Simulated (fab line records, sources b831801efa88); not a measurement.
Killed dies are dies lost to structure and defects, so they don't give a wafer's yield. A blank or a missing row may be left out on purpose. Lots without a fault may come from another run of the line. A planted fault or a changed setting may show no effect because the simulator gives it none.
Which tool did it? | flow sky130 | 11 lots, 33 wafers sampled, at 2 steps of a route of 708

WHAT THE GAUGES READ, wafer by wafer
SKY_SONOS_ONO_CD_MEAS_13: target cd 410 nm.
lot  | measured     | on        | cd_nm (nm)
L512 | day 13 06:51 | cd_sem-01 | 411.4 412.9 410.3
L511 | day 13 09:03 | cd_sem-02 | 409.6 409.2 408.8
L513 | day 13 13:56 | cd_sem-01 | 409.9 411.9 409.9
L515 | day 14 00:18 | cd_sem-02 | 411.0 409.6 410.1
L517 | day 14 15:39 | cd_sem-01 | 410.6 410.7 409.3
L519 | day 15 08:00 | cd_sem-01 | 410.3 410.4 410.3
L527 | day 17 23:23 | cd_sem-02 | 412.5 412.4 410.5
L529 | day 18 21:05 | cd_sem-01 | 407.8 406.3 408.8
L531 | day 19 11:23 | cd_sem-02 | 410.3 409.5 411.7
L534 | day 20 05:57 | cd_sem-01 | 408.4 409.1 410.7
L533 | day 20 07:27 | cd_sem-02 | 411.7 409.5 411.3

WHICH TOOL RAN EACH LOT (tool, then ch and the chambers of the sampled wafers, then the start)
lot  | SKY_VT_ADJUST_PCH_STRIP_09
L512 | plasma_asher-02 ch 0,1, day 10 23:34
L511 | plasma_asher-01 ch 0,1, day 11 00:32
L513 | plasma_asher-01 ch 0,1, day 11 08:37
L515 | plasma_asher-01 ch 0,1, day 11 18:32
L517 | plasma_asher-03 ch 0,1, day 12 07:54
L519 | plasma_asher-03 ch 0,1, day 12 21:17
L527 | plasma_asher-02 ch 0,1, day 15 09:07
L529 | plasma_asher-02 ch 0,1, day 16 00:26
L531 | plasma_asher-01 ch 0,1, day 16 19:03
L534 | plasma_asher-03 ch 0, day 17 12:02
L533 | plasma_asher-01 ch 0,1, day 17 12:23
- SKY_VT_ADJUST_PCH_STRIP_09: strips in O2/N2.

THE ANSWER, worked out from the rows above alone
Rule: what is usual is taken from the lots themselves. Put in order of their means at a reading, lots are off if they are a third of the lots or fewer, leave a main group of 4 or more, and stand apart from it by a gap of 3 or more times the standard deviation of the main group's means; of several such gaps the widest counts. A main group whose means are all the same, to the digits that the tables above print for the reading, isn't used. A lot without any number at a reading at which 4 lots or more have one is off too. The other lots that the step has rows for count as sound.
No lot is off at any reading shown: from this, nothing can be told.

WHAT THE SIMULATOR HAD PUT IN
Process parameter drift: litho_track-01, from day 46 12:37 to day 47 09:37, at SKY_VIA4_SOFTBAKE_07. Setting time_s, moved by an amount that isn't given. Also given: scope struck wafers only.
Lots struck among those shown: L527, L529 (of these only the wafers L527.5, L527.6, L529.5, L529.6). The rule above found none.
